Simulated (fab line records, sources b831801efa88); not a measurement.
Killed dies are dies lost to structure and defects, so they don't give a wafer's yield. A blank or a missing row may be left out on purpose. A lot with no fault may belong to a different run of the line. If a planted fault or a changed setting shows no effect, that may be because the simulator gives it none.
A lot that was struck, set against a sound lot | flow sfq line | 14 steps out of a route of 325
Sound: these wafers, L146.1, L146.2, L146.3. Struck: wafers L152.1, L152.4, L152.6. At the end, the cause is stated.
At each step with rows: each side's tool, then ch and its chambers, then its first start. Under that, the readings that differ: sound wafers | struck wafers | difference of the means | sigmas: that difference in standard deviations of wafers without a fault.
alike: readings with means less than 2 such deviations apart, plus words and numbers identical on both sides. not compared: withheld readings, readings lacking a value on some wafer, bounds such as >300 that could conceal the same value, and numbers that have no deviation in the record and whose values overlap.
A row with sigmas, a row that says differs or no value, or rows on one side alone: a step with any of these is where the two part. When numbers do not overlap yet have no deviation, they are printed without sigmas and do not part them. A reading missing from all wafers of one side parts the sides only when that side holds two or more wafers.

SFQ_TRILAYER_M6_BARC_OPEN_METAL_ETCH_206: etches BARC in O2, target depth 125 nm, time 41.7 s.
  sound on rie metal-01 ch 0,1, day 76 23:46; struck on rie metal-02 ch 0,1, day 77 21:13
  alike: drypump motor current A, oes product au
  not compared: rf hours counter h
SFQ_TRILAYER_M6_ETCH_METAL_ETCH_162: etches Nb in Cl2/Ar, stops on SiO2, target depth 240 nm, time 120 s.
  sound on rie metal-01 ch 0,1, day 76 23:50; struck on rie metal-02 ch 0,1, day 77 21:16
  reading                     | sound             | struck            | difference | sigmas
  drypump motor current A (A) | 5.9 5.7 5.9       | 6.8 6.8 6.4       | +0.8       | +2
  oes product au (a.u.)       | 0.878 0.888 0.872 | 0.891 0.900 0.895 | +0.016     | +2
  not compared: rf hours counter h
then, 2 steps without rows for these wafers: SFQ_TRILAYER_M6_STRIP_STRIP_163 (strips in O2); SFQ_TRILAYER_M6_STRIP_SOLV_CLEAN_164 (cleans in NMP, time 600 s).
SFQ_TRILAYER_I6_DEP_PECVD_165: deposits SiO2 from SiH4/N2O, time 111.11 s, target thk 500 nm.
  sound on pecvd-03 ch 0,1,2, day 77 00:44; struck on pecvd-02 ch 1,2, day 77 22:10
  alike: chamber pressure Torr, heater power w, throttle valve pct
SFQ_TRILAYER_I6_CMP_CMP_166: polishes SiO2.
  sound on cmp-01 ch 0,1,2, day 77 02:33; struck on cmp-01 ch 0,1,3, day 78 09:03
  alike: motor current A, slurry flow ml min, time to endpoint s
SFQ_I6_BOW_MEAS_941:
  sound on film metro-01, day 77 05:33; struck on film metro-04, day 78 11:33
  alike: I6_BOW
SFQ_TRILAYER_I6_METRO_MEASURE_167:
  sound on film metro-01, day 77 05:40; struck on film metro-04, day 78 11:40
  alike: thk nm
then, 4 steps without rows for these wafers: SFQ_TRILAYER_I6_VIA_LITHO_COAT_174 (resist thk 62 nm); SFQ_TRILAYER_I6_VIA_LITHO_COAT_169 (resist thk 650 nm); SFQ_TRILAYER_I6_VIA_LITHO_SOFTBAKE_173; SFQ_TRILAYER_I6_VIA_LITHO_EXPOSE_170 (exposes mask I6, target cd 700 nm).
SFQ_TRILAYER_I6_VIA_LITHO_PEB_172: peb time 60 s.
  struck on litho track-03, day 79 14:58; sound on litho track-03 ch 0, day 78 23:34
  no value came back on the struck wafers for chill plate temp C (C), exhaust pa (Pa), peb time s (s); on the sound wafers chill plate temp C (C) reads 22.88 23.03 22.93
then, 1 step without rows for these wafers: SFQ_TRILAYER_I6_VIA_LITHO_DEVELOP_171 (time 60 s).

WHERE THEY PART
At SFQ_TRILAYER_M6_ETCH_METAL_ETCH_162 first; at SFQ_TRILAYER_I6_VIA_LITHO_PEB_172 last (within this record only).

WHY: what the simulator had put in
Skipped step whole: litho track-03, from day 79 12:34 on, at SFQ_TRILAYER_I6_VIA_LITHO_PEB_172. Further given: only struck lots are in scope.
